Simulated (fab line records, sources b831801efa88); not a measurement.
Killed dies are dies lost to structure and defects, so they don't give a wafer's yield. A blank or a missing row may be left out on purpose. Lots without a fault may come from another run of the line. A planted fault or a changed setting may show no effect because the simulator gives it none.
fab line records | flow sfq_line
record lots=6 wafers=18 last_day=80
route steps=325 shown JJ@190 M5@198
lots that met no fault: from a run of the same line without faults
start_h: hours from the record's first day to the start of the lot's first wafer shown | wait_h: hours since the lot's step before | " the same as in the row above | L1.1+2: a row that stands for several wafers | - no value, or no start given | * or withheld: withheld | < > ~ a bound
route shown NAME@n: a module of which the file shows steps, and the number in the route of the first | usual: mean/standard deviation of fault-free wafers | same: alike in all rows | chamber/n: place in a boat | sites: the reading at each site | _std_site: their standard deviation | _edge_site: outer sites' mean less inner sites' | radius_mm: how far each site lies from the wafer's centre | mask NAME#n: copy n | behind: the tool/chamber that last shaped the wafer | hold: why the lot was held/for how many hours/how that ended | device: the transistor (n, p or np) that didn't switch | end of line: the same wafers' tests at the end of the route | a step without rows: its recipe alone | killed: dies lost to structure and defects at the first sort, not the wafer's yield | map: a wafer's dies, x killed, . not, _ none there
set.NAME: the setting as run; set.NAME@STEP: as run at that earlier step | model.NAME: the simulator's own value behind a step, which no gauge read
lots at some steps of the route; a table a step, a row a wafer
services: from which hour (start_h, from the record's first day; less than 0 if before it) a tool's chamber was out of use, for how many hours, and why
## steps
# step SFQ_TRILAYER_JJ_CE_LITHO_DEVELOP_116
# recipe time_s=60 resist=KrF
# step SFQ_JJ_OVL_MEAS_931
# usual J5_OVL=0/6.1
# columns lot.wafer tool chamber start_h wait_h J5_OVL[nm]
L597.2 overlay-02 - 1051.26 0.1 4
L597.3 " - " " -5
L597.5 " - " " 0
L608.1 overlay-02 - 1275.92 0.1 0
L608.2 " - " " 7
L608.3 " - " " 6
L612.2 overlay-01 - 1508.44 0.1 -3
L612.3 " - " " 9
L612.5 " - " " 1
L613.2 overlay-02 - 1511.34 0.1 5
L613.4 " - " " 6
L613.6 " - " " 3
L614.1 overlay-02 - 1512.53 0.1 13
L614.3 " - " " 11
L614.5 " - " " 17
L619.2 overlay-02 - 1555.86 0.1 -10
L619.4 " - " " -7
L619.6 " - " " -2
# step SFQ_TRILAYER_JJ_CE_METRO_MEASURE_117
# usual cd_nm=699.9/1.3
# columns lot.wafer tool chamber start_h wait_h cd_nm
L597.2 cd_sem-01 - 1051.49 0.2 699.8
L597.3 " - " " 699.6
L597.5 " - " " 701.9
L608.1 cd_sem-02 - 1275.96 0.0 700.7
L608.2 " - " " 700.2
L608.3 " - " " 701.6
L612.2 cd_sem-02 - 1508.67 0.2 698.8
L612.3 " - " " 699.7
L612.5 " - " " 699.1
L613.2 cd_sem-01 - 1511.57 0.2 700.1
L613.4 " - " " 700.6
L613.6 " - " " 701.1
L614.1 cd_sem-02 - 1512.57 0.0 701.2
L614.3 " - " " 698.2
L614.5 " - " " 699.7
L619.2 cd_sem-01 - 1556.09 0.2 699.9
L619.4 " - " " 699.3
L619.6 " - " " 701.0
# step SFQ_TRILAYER_JJ_CE_BARC_OPEN_RIE_150
# recipe mask_material=PR chemistry=O2 target_depth_nm=240 target=BARC icp_w=600 bias_w=80 pressure_mtorr=10 time_s=80
# usual drypump_motor_current_A=6.1/0.43 oes_product_au=0.538/0.0049 rf_fwd_power_W=596.2/2
# columns lot.wafer tool chamber start_h wait_h drypump_motor_current_A oes_product_au rf_fwd_power_W rf_hours_counter_h
L597.2 rie_metal-01 1 1052.49 0.8 6.1 0.531 596.3 98
L597.3 " 1 " " 6.0 0.534 593.9 -
L597.5 " 1 " " 6.1 0.542 593.4 -
L608.1 rie_metal-02 1 1277.16 1.0 6.0 0.555 597.9 110
L608.2 " 0 " " 4.9 0.536 593.6 6
L608.3 " 1 " " 6.0 0.533 598.8 -
L612.2 rie_metal-02 1 1509.67 0.8 6.0 0.538 595.2 136
L612.3 " 0 " " 4.8 0.523 595.5 -
L612.5 " 0 " " 4.8 0.539 594.6 -
L613.2 rie_metal-03 1 1512.57 0.8 6.5 0.541 594.0 26
L613.4 " 0 " " 6.3 0.544 596.3 -
L613.6 " 1 " " 6.4 0.541 594.4 -
L614.1 rie_metal-03 1 1513.77 1.0 6.4 0.534 596.5 26
L614.3 " 1 " " 6.4 0.547 595.3 -
L614.5 " 1 " " 6.5 0.546 596.4 -
L619.2 rie_metal-03 0 1557.09 0.8 6.3 0.541 597.3 45
L619.4 " 0 " " 6.3 0.541 596.0 -
L619.6 " 0 " " 6.3 0.531 595.0 -
# step SFQ_TRILAYER_JJ_CE_ETCH_RIE_118
# recipe target=Nb stop_on=Al2O3 mask_material=PR taper_deg=13.257 over_etch_frac=0.15 time_s=97.7 chemistry=SF6 target_depth_nm=170 icp_w=600 bias_w=80 pressure_mtorr=10
# usual drypump_motor_current_A=6.1/0.43 oes_product_au=0.988/0.0067 rf_fwd_power_W=596.8/2.1
# columns lot.wafer tool chamber start_h wait_h drypump_motor_current_A oes_product_au rf_fwd_power_W rf_hours_counter_h
L597.2 rie_metal-01 1 1052.58 0.1 6.1 0.983 595.4 98
L597.3 " 1 " " 6.0 0.990 597.4 -
L597.5 " 1 " " 6.0 0.979 594.9 -
L608.1 rie_metal-02 1 1277.25 0.1 6.0 0.988 600.5 110
L608.2 " 0 " " 4.9 1.001 594.8 6
L608.3 " 1 " " 6.0 0.984 600.0 -
L612.2 rie_metal-02 1 1509.76 0.1 6.0 0.987 600.7 136
L612.3 " 0 " " 4.8 0.995 596.8 -
L612.5 " 0 " " 4.8 0.996 598.3 -
L613.2 rie_metal-03 1 1512.66 0.1 6.4 0.981 595.2 26
L613.4 " 0 " " 6.3 0.978 594.1 -
L613.6 " 1 " " 6.4 0.981 595.9 -
L614.1 rie_metal-03 1 1513.86 0.1 6.4 0.983 594.0 27
L614.3 " 1 " " 6.4 0.977 596.2 -
L614.5 " 1 " " 6.4 0.992 594.6 -
L619.2 rie_metal-03 0 1557.18 0.1 6.3 0.978 598.6 45
L619.4 " 0 " " 6.3 0.989 595.8 -
L619.6 " 0 " " 6.3 0.992 596.6 -
# step SFQ_TRILAYER_JJ_ANODIZE_ANODIZE_119
# recipe current_density_ma_cm2=withheld end_current_density_ma_cm2=withheld bath_temp_c=withheld
# step SFQ_TRILAYER_JJ_CE_STRIP_STRIP_120
# recipe gas=O2 power_w=200 platen_temp_c=40 overash_fraction=0.65 chemistry=O2 pressure_mtorr=50
# usual drypump_motor_current_A=5.7/0.59 oes_product_au=1.000/0.0094
# columns lot.wafer tool chamber start_h wait_h drypump_motor_current_A oes_product_au rf_hours_counter_h
L597.2 rie_metal-02 0 1053.19 0.0 4.8 1.003 116
L597.3 " 0 " " 4.8 1.004 -
L597.5 " 0 " " 4.8 1.010 -
L608.1 rie_metal-03 0 1277.90 0.0 6.3 0.999 13
L608.2 " 1 " " 6.5 1.001 0
L608.3 " 1 " " 6.5 0.984 -
L612.2 rie_metal-02 1 1510.37 0.0 6.0 0.983 136
L612.3 " 0 " " 4.8 1.001 -
L612.5 " 1 " " 6.0 0.989 -
L613.2 rie_metal-01 0 1513.31 0.0 5.9 0.995 134
L613.4 " 0 " " 5.8 1.006 -
L613.6 " 1 " " 6.1 1.004 -
L614.1 rie_metal-01 1 1514.51 0.0 6.1 1.006 21
L614.3 " 1 " " 6.1 1.008 -
L614.5 " 1 " " 6.1 1.012 -
L619.2 rie_metal-02 0 1557.79 0.0 4.8 1.015 46
L619.4 " 1 " " 6.0 0.995 -
L619.6 " 1 " " 6.0 0.995 -
# step SFQ_TRILAYER_JJ_CE_STRIP_SOLV_CLEAN_121
# recipe chemistry=NMP temp_c=70 time_s=600
# step SFQ_TRILAYER_M5_LITHO_COAT_128
# recipe resist=BARC spin_rpm=3000 resist_thk_nm=62
# step SFQ_TRILAYER_M5_LITHO_COAT_123
# recipe resist=KrF spin_rpm=3000 resist_thk_nm=600
# step SFQ_TRILAYER_M5_LITHO_SOFTBAKE_127
# recipe temp_c=withheld time_s=withheld resist=KrF
# step SFQ_TRILAYER_M5_LITHO_EXPOSE_124
# recipe mask_id=M5 na=0.6 source_shape=conventional sigma_outer=0.65 target_cd_nm=700 dose_mj=14.4
# step SFQ_TRILAYER_M5_LITHO_PEB_126
# recipe peb_temp_c=115 peb_time_s=60 resist=KrF
# usual chill_plate_temp_C=22.99/0.11 exhaust_pa=45.0/0.9 peb_time_s=60/0
# columns lot.wafer tool chamber start_h wait_h chill_plate_temp_C exhaust_pa peb_time_s
L597.2 litho_track-03 0 1169.32 0.8 22.88 44.5 60
L597.3 " 0 " " 23.00 44.5 60
L597.5 " 0 " " 23.03 45.9 60
L608.1 litho_track-02 0 1388.42 1.0 22.94 45.0 60
L608.2 " 0 " " 22.98 46.3 60
L608.3 " 0 " " 22.93 47.7 60
L612.2 litho_track-02 - 1528.61 0.8 - - -
L612.3 " - " " - - -
L612.5 " - " " - - -
L613.2 litho_track-01 - 1531.01 0.8 - - -
L613.4 " - " " - - -
L613.6 " - " " - - -
L614.1 litho_track-03 0 1533.38 1.0 23.00 43.7 60
L614.3 " 0 " " 22.96 44.2 60
L614.5 " 0 " " 22.93 44.4 60
L619.2 litho_track-03 0 1561.75 0.8 23.22 46.6 60
L619.4 " 0 " " 23.08 44.9 60
L619.6 " 0 " " 23.03 45.2 60
# step SFQ_TRILAYER_M5_LITHO_DEVELOP_125
# recipe time_s=60 resist=KrF
## services
# columns tool chamber start_h hours kind
cd_sem-02 - 1049.84 2.3 pm
cd_sem-02 - 1052.14 0.7 pm
cd_sem-01 - 1053.15 0.7 pm
cd_sem-01 - 1064.47 2.3 pm
cd_sem-01 - 1069.05 0.2 pm
rie_metal-01 - 1082.09 14.6 pm
cd_sem-02 - 1083.04 0.5 pm
cd_sem-02 - 1083.59 0.6 pm
rie_metal-03 1 1107.29 2.8 repair
rie_metal-02 0 1153.59 22.1 repair
rie_metal-01 - 1154.84 28.1 pm
cd_sem-01 - 1165.42 0.8 pm
rie_metal-01 - 1192.43 0.6 repair
rie_metal-01 - 1212.10 2.8 pm
cd_sem-02 - 1233.84 0.9 pm
rie_metal-01 1 1237.91 19.5 repair
rie_metal-02 - 1288.60 5.3 repair
rie_metal-03 0 1293.40 11.5 repair
rie_metal-02 - 1301.21 0.3 repair
rie_metal-03 0 1311.34 7.3 repair
rie_metal-03 1 1316.08 4.3 repair
rie_metal-02 1 1333.35 2.8 repair
rie_metal-03 - 1424.60 14.6 pm
rie_metal-03 - 1507.12 5.0 repair
## key
first_sign step=SFQ_TRILAYER_M5_LITHO_PEB_126 reading=tool_record direction=missing
effect none on later readings
met_at SFQ_TRILAYER_M5_LITHO_PEB_126
struck_wafers L612.2,L612.3,L612.5,L613.2,L613.4,L613.6
onset_between 1388.42 1528.61
fault kind=skipped_step_whole tool=litho_track-01,litho_track-02 chamber=- onset_h=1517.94 steps=SFQ_TRILAYER_M5_LITHO_PEB_126 scope=struck_lots_only
